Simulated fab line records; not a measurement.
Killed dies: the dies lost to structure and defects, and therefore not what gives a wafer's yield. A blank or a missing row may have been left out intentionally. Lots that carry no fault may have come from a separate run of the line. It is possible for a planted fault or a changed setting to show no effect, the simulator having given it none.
Chamber matching	flow sky130	cmp-01 running SKY_VIA3_CMP_24: 4 sister chambers
The step polishes, stops on SiO2, t overpolish 20 s, target thk 0 nm. 8 wafers are shown with their chamber, then 12 later ones without.

## WAFERS WITH THEIR CHAMBER
wafer	chamber	motor_current_A (A)	time_to_endpoint_s (s)
L085.3	1	12.1	94
L089.1	1	11.5	100
L089.2	3	8.6	103
L087.2	2	12.1	99
L087.5	0	9.4	95
L091.2	0	8.7	95
L091.5	2	12.3	91
L091.6	3	8.6	92

## WAFERS WITHOUT THEIR CHAMBER
wafer	motor_current_A (A)	time_to_endpoint_s (s)
L092.4	11.1	98
L092.5	11.8	92
L092.6	11.6	98
L093.1	11.5	91
L093.4	8.7	96
L093.5	11.9	92
L095.4	8.6	95
L095.5	11.6	96
L095.6	12.1	95
L097.2	11.5	104
L097.4	12.1	98
L097.5	8.3	96

## WHICH CHAMBER EACH ONE RAN IN
wafer	from the rows above	in truth
L092.4	can't be placed: 1 or 2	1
L092.5	can't be placed: 1 or 2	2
L092.6	can't be placed: 1 or 2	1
L093.1	can't be placed: 1 or 2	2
L093.4	can't be placed: 3 or 0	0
L093.5	can't be placed: 1 or 2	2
L095.4	can't be placed: 3 or 0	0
L095.5	can't be placed: 1 or 2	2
L095.6	can't be placed: 2 or 1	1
L097.2	can't be placed: 1 or 2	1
L097.4	can't be placed: 2 or 1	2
L097.5	can't be placed: 3 or 0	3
0 of 12 placed correctly. Cannot be placed on the basis of these rows: 12; the candidates contain the true chamber in 12. Placed wrongly: 0.
How it was worked out, from the rows above alone: a wafer's distance from a chamber is the root of the sum, over the readings, of the square of ((its reading less the chamber's mean) divided by the reading's scatter). If the next closest chamber is less than 2 further off than the closest, the wafer can't be placed; otherwise it belongs to the closest. For every chamber, the mean is computed from those of its wafers that are shown. The scatter is the square root of a quotient: the sum, over the shown wafers, of each reading's squared deviation from its chamber's mean, divided by wafers minus chambers.
